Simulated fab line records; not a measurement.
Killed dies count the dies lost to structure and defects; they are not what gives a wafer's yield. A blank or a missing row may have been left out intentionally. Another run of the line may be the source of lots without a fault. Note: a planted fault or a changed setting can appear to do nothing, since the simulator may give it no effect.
Check for tools in common + flow gf180mcu + Lots sampled 12, wafers sampled 36

## REASON FOR OPENING
GF_PSD_RS_MEAS_14, reading NSD_RS: flagged on 2 of 12 lots. Fault-free wafers read 46.15 ohm/sq, with a standard deviation of 0.08.
Rule: a lot is flagged in two cases, either no wafer of it has a number, or all its wafers with numbers fall more than 4 standard deviations from that mean. All remaining lots are regarded as sound.

| lot  | measured     | on            | NSD_RS (ohm/sq), wafer by wafer | flag    |
|------|--------------|---------------|---------------------------------|---------|
| L616 | day 14 10:21 | film metro-04 | 46.07 46.01 46.13               |         |
| L619 | day 15 08:38 | film metro-03 | 46.13 46.09 46.22               |         |
| L620 | day 15 21:31 | film metro-03 | 46.17 46.20 46.15               |         |
| L622 | day 16 10:40 | film metro-03 | 46.13 46.06 46.21               |         |
| L623 | day 16 12:43 | film metro-01 | 46.13 46.14 46.08               |         |
| L625 | day 17 15:15 | film metro-01 | 46.20 46.25 46.30               |         |
| L627 | day 18 04:27 | film metro-03 | 46.13 46.16 46.20               |         |
| L631 | day 19 16:49 | film metro-01 | 46.15 46.21 46.03               |         |
| L632 | day 20 01:34 | film metro-04 | 44.89 44.97 44.91               | FLAGGED |
| L633 | day 20 08:06 | film metro-01 | 44.86 44.96 44.89               | FLAGGED |
| L638 | day 21 23:28 | film metro-04 | 46.22 46.16 46.28               |         |
| L639 | day 22 10:49 | film metro-01 | 46.10 46.17 46.18               |         |
On average the flagged lots' numbers are 44.91 ohm/sq, which is -1.24 ohm/sq against the usual, or -15 standard deviations.

## TOOL THAT RAN EACH LOT
3 process steps preceding the reading are held in the record, out of 602 steps in the route. Each cell gives the tool, then ch followed by the chambers the sampled wafers passed through, then the start.
| lot  | flag    | GF_POLY_GATE_STRIP_14                | GF_NSD_IMPLANT_09               | GF_NSD_STRIP_11                      |
|------|---------|--------------------------------------|---------------------------------|--------------------------------------|
| L616 |         | plasma asher-02 ch 0, day 9 11:04    | implanter-01 ch 0, day 13 14:10 | plasma asher-03 ch 0,1, day 13 14:27 |
| L619 |         | plasma asher-02 ch 0,1, day 10 04:16 | implanter-02 ch 0, day 14 11:18 | plasma asher-04 ch 0,1, day 14 11:36 |
| L620 |         | plasma asher-01 ch 0,1, day 10 14:37 | implanter-04 ch 0, day 14 23:23 | plasma asher-03 ch 0,1, day 14 23:41 |
| L622 |         | plasma asher-03 ch 0,1, day 11 03:10 | implanter-04 ch 0, day 15 12:21 | plasma asher-03 ch 0,1, day 15 12:37 |
| L623 |         | plasma asher-01 ch 0,1, day 11 03:20 | implanter-01 ch 0, day 15 13:52 | plasma asher-03 ch 0,1, day 15 14:09 |
| L625 |         | plasma asher-02 ch 0,1, day 12 01:36 | implanter-02 ch 0, day 16 15:59 | plasma asher-01 ch 0,1, day 16 16:16 |
| L627 |         | plasma asher-02 ch 0,1, day 12 10:46 | implanter-02 ch 0, day 17 04:23 | plasma asher-03 ch 0,1, day 17 04:41 |
| L631 |         | plasma asher-01 ch 0,1, day 13 17:38 | implanter-01 ch 0, day 18 15:54 | plasma asher-03 ch 0,1, day 18 16:11 |
| L632 | FLAGGED | plasma asher-03 ch 0,1, day 14 01:52 | implanter-01 ch 0, day 19 00:20 | plasma asher-01 ch 0,1, day 19 00:37 |
| L633 | FLAGGED | plasma asher-02 ch 0,1, day 14 08:44 | implanter-01 ch 0, day 19 06:39 | plasma asher-03 ch 0,1, day 19 06:57 |
| L638 |         | plasma asher-01 ch 0,1, day 15 19:35 | implanter-02 ch 0, day 20 22:29 | plasma asher-03 ch 0,1, day 20 22:47 |
| L639 |         | plasma asher-01 ch 0,1, day 15 23:32 | implanter-02 ch 0, day 21 10:09 | plasma asher-04 ch 0,1, day 21 10:27 |
What the steps here do:
- GF_POLY_GATE_STRIP_14: strips in O2/N2.
- GF_NSD_IMPLANT_09
- GF_NSD_STRIP_11: strips in O2/N2.
- GF_PSD_RS_MEAS_14: measures by four-point-probe.

## FLAGGED OVER TOTAL, TOOL BY TOOL (the gauges that took the reading come last)
| step                  | tool            | lots run | flagged | share of the flagged lots | sound lots run after its first flagged lot |
|-----------------------|-----------------|----------|---------|---------------------------|--------------------------------------------|
| GF_POLY_GATE_STRIP_14 | plasma asher-01 | 5        | 0       | none                      | -                                          |
| GF_POLY_GATE_STRIP_14 | plasma asher-02 | 5        | 1       | some                      | 0                                          |
| GF_POLY_GATE_STRIP_14 | plasma asher-03 | 2        | 1       | some                      | 0                                          |
| GF_NSD_IMPLANT_09     | implanter-01    | 5        | 2       | all                       | 0                                          |
| GF_NSD_IMPLANT_09     | implanter-02    | 5        | 0       | none                      | -                                          |
| GF_NSD_IMPLANT_09     | implanter-04    | 2        | 0       | none                      | -                                          |
| GF_NSD_STRIP_11       | plasma asher-01 | 2        | 1       | some                      | 0                                          |
| GF_NSD_STRIP_11       | plasma asher-03 | 8        | 1       | some                      | 1 (L638)                                   |
| GF_NSD_STRIP_11       | plasma asher-04 | 2        | 0       | none                      | -                                          |
| GF_PSD_RS_MEAS_14     | film metro-01   | 5        | 1       | some                      | 1 (L639)                                   |
| GF_PSD_RS_MEAS_14     | film metro-03   | 4        | 0       | none                      | -                                          |
| GF_PSD_RS_MEAS_14     | film metro-04   | 3        | 1       | some                      | 1 (L638)                                   |

## WHAT THE TABLE ALLOWS
1 row of the table ran every flagged lot: implanter-01 at GF_NSD_IMPLANT_09.
- implanter-01 at GF_NSD_IMPLANT_09 ran 5 lots, 2 of them flagged. It ran its last sound lot, L631, at day 18 15:54 and its first flagged lot, L632, at day 19 00:20: a fault with its onset between the two fits. Its own readings lie more than 4 standard deviations out on every wafer of the flagged lots: beam energy keV.
implanter-01 at GF_NSD_IMPLANT_09 is the single tool remaining.

## WHAT THE SIMULATOR PUT IN
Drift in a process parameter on implanter-01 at GF_NSD_IMPLANT_09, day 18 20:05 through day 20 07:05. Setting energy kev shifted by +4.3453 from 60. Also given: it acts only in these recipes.
Shown lots that were struck: L632, L633. The rule above reached the same finding.
